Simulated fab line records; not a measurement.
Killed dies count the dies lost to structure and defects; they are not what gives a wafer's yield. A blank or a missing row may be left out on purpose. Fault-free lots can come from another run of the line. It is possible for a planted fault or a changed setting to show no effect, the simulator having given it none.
Matching of chambers    flow sky130    4 sister chambers for SKY_VIA2_ETCH_14 on rie diel-04
The step etches BARC in N2/H2, stops on SiO2, time 45.9 s, target depth 60 nm. 4 wafers are shown with their chamber, then 11 later ones without.

## WAFERS PAIRED WITH THEIR CHAMBERS
wafer   chamber  drypump motor current A (A)
L083.5  0        5.67
L090.1  2        5.84
L090.4  3        5.99
L092.2  1        5.52

## WAFERS MISSING THEIR CHAMBER
wafer   drypump motor current A (A)
L092.3  5.81
L092.5  5.98
L091.1  5.99
L091.5  5.52
L091.6  5.87
L094.2  5.55
L094.4  5.96
L094.6  5.98
L096.2  5.53
L096.4  5.79
L096.5  5.96

## THE CHAMBER EACH PASSED THROUGH
wafer   from the rows above  in truth
L092.3  2                    2
L092.5  3                    3
L091.1  3                    3
L091.5  1                    1
L091.6  2                    2
L094.2  1                    1
L094.4  3                    3
L094.6  3                    3
L096.2  1                    1
L096.4  2                    2
L096.5  3                    3
11 of 11 placed correctly. Number that these rows cannot place: 0. Number placed wrongly: 0.
How it was worked out, from the rows above alone: a wafer's distance from a chamber is the root of the sum, over the readings, of the square of ((its reading less the chamber's mean) divided by the reading's scatter). The wafer belongs to the nearest chamber; if the next one is less than 2 further off, it can't be placed. Each chamber's mean is taken over the wafers shown for it. The scatter (one wafer shown for each chamber): square how far every hidden wafer sits from the nearest shown wafer, average those squares and take the square root.
